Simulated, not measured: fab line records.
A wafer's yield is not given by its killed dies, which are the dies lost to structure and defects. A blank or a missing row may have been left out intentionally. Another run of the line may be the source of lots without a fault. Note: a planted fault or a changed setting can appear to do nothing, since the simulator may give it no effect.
Struck lot and sound lot, side by side || flow sfq_line || 21 steps out of a route of 325
Sound: wafers L380.1, L380.3, L380.6. Wafers struck: L392.3, L392.4, L392.5. The cause is named last.
Each step with rows lists, per side, the tool, then ch with its chambers, then its first start. Under that, the readings that differ: sound wafers || struck wafers || difference of the means || sigmas: that difference in standard deviations of wafers without a fault.
alike: same words and numbers on both sides, and readings whose means sit less than 2 such deviations apart. not compared: any withheld reading, any reading some wafer has no value for, any bound like >300 that may hide the same value, and any number with overlapping values for which the record gives no deviation.
A row with sigmas, a row that says differs or no value, or rows on one side alone: a step with any of these is where the two part. Non-overlapping numbers with no deviation appear without sigmas and do not part them. A reading that every wafer of one side lacks parts them only if that side has two wafers or more.

first, 5 steps without rows for these wafers: SFQ_TRILAYER_JJ_CE_LITHO_COAT_114 (resist thk 600 nm); SFQ_TRILAYER_JJ_CE_LITHO_SOFTBAKE_118; SFQ_TRILAYER_JJ_CE_LITHO_EXPOSE_115 (exposes mask J5, target cd 700 nm); SFQ_TRILAYER_JJ_CE_LITHO_PEB_117 (peb time 60 s); SFQ_TRILAYER_JJ_CE_LITHO_DEVELOP_116 (time 60 s).
SFQ_JJ_OVL_MEAS_931:
  sound on overlay-02 at day 56 07:59; struck on overlay-02 at day 59 10:04
  alike: J5_OVL
SFQ_TRILAYER_JJ_CE_METRO_MEASURE_117:
  sound on cd_sem-02 at day 56 08:02; struck on cd_sem-02 at day 59 10:30
  alike: cd_nm
SFQ_TRILAYER_JJ_CE_BARC_OPEN_RIE_150: chemistry O2, target BARC, target depth 240 nm, time 80 s.
  sound on rie_metal-02 ch 0,1, day 56 09:14; struck on rie_metal-01 ch 0, day 59 11:22
{"reading": "drypump_motor_current_A (A)", "sound": "5.9 6.3 5.9", "struck": "5.0 5.0 4.9", "difference": -1.1, "sigmas": -3}
{"reading": "he_backside_leak_sccm (sccm)", "sound": "3.21 3.09 3.11", "struck": "3.41 3.57 3.70", "difference": "+0.42", "sigmas": "+2"}
  alike: oes_product_au
  not compared: rf_hours_counter_h
SFQ_TRILAYER_JJ_CE_ETCH_RIE_118: chemistry SF6, target Nb, stops on Al2O3, time 97.7 s, target depth 170 nm.
  sound on rie_metal-02 ch 0,1, day 56 09:19; struck on rie_metal-01 ch 0, day 59 11:33
{"reading": "drypump_motor_current_A (A)", "sound": "5.8 6.3 5.9", "struck": "5.0 5.0 5.0", "difference": -1.0, "sigmas": -3}
  alike: he_backside_leak_sccm, oes_product_au
  not compared: rf_hours_counter_h
next, for these wafers, 1 step has no rows: SFQ_TRILAYER_JJ_ANODIZE_ANODIZE_119.
SFQ_TRILAYER_JJ_CE_STRIP_STRIP_120: strips in O2.
  sound on rie_metal-04 ch 1, day 56 09:55; struck on rie_metal-02 ch 0,1, day 59 12:23
{"reading": "platen_temp_c (C)", "sound": "40.13 40.26 40.20", "struck": "39.82 40.07 39.97", "difference": -0.24, "sigmas": -2}
  alike: drypump_motor_current_A, he_backside_leak_sccm, oes_product_au
  not compared: rf_hours_counter_h
then, 1 step without rows for these wafers: SFQ_TRILAYER_JJ_CE_STRIP_SOLV_CLEAN_121 (cleans in NMP, time 600 s).
SFQ_TRILAYER_M5_LITHO_COAT_128: resist thk 62 nm.
  sound on litho_track-01 ch 0, day 56 10:42; struck on litho_track-01 ch 0, day 59 13:04
{"reading": "spin_speed_rpm (rpm)", "sound": "2995.4 2998.1 2998.3", "struck": "2612.2 2608.9 2608.1", "difference": -387.5, "sigmas": "-99 or more"}
{"reading": "model.BARC_of_TRILAYER_M5_LITHO_COAT_128.thk_nm (nm)", "sound": "61.75 61.96 61.81", "struck": "66.61 66.46 66.54", "difference": "+4.70", "sigmas": ""}
  alike: exhaust_pa
then, 5 steps without rows for these wafers: SFQ_TRILAYER_M5_LITHO_COAT_123 (resist thk 600 nm); SFQ_TRILAYER_M5_LITHO_SOFTBAKE_127; SFQ_TRILAYER_M5_LITHO_EXPOSE_124 (exposes mask M5, target cd 700 nm); SFQ_TRILAYER_M5_LITHO_PEB_126 (peb time 60 s); SFQ_TRILAYER_M5_LITHO_DEVELOP_125 (time 60 s).
-- the record jumps here: 5 days lie between the struck wafers' starts before and after --
SFQ_M5_OVL_MEAS_932:
  sound on overlay-02 at day 60 17:29; struck on overlay-01 at day 64 13:52
  alike: M5_OVL
SFQ_TRILAYER_M5_BARC_OPEN_METAL_ETCH_161: etches BARC in O2, target depth 125 nm, time 41.7 s.
  sound on rie_metal-04 ch 0,1, day 60 17:31; struck on rie_metal-04 ch 0,1, day 64 13:55
{"reading": "oes_product_au (a.u.)", "sound": "0.686 0.679 0.681", "struck": "0.701 0.718 0.705", "difference": "+0.026", "sigmas": "+5"}
{"reading": "model.etch.depth_nm (nm)", "sound": "61.75 61.96 61.81", "struck": "66.61 66.46 66.54", "difference": "+4.70", "sigmas": ""}
  alike: drypump_motor_current_A, he_backside_leak_sccm
  not compared: rf_hours_counter_h
SFQ_TRILAYER_M5_ETCH_METAL_ETCH_126: etches Nb in Cl2/BCl3, stops on SiO2, time 203.2 s, target depth 265 nm.
  sound on rie_metal-04 ch 0,1, day 60 17:35; struck on rie_metal-04 ch 0,1, day 64 14:01
{"reading": "oes_product_au (a.u.)", "sound": "0.731 0.736 0.731", "struck": "0.719 0.720 0.722", "difference": -0.012, "sigmas": -2}
  alike: drypump_motor_current_A, he_backside_leak_sccm
  not compared: rf_hours_counter_h

WHERE THEY PART
At SFQ_TRILAYER_JJ_CE_BARC_OPEN_RIE_150 first; at SFQ_TRILAYER_M5_ETCH_METAL_ETCH_126 last (within this record only).

WHY: whatever the simulator had introduced
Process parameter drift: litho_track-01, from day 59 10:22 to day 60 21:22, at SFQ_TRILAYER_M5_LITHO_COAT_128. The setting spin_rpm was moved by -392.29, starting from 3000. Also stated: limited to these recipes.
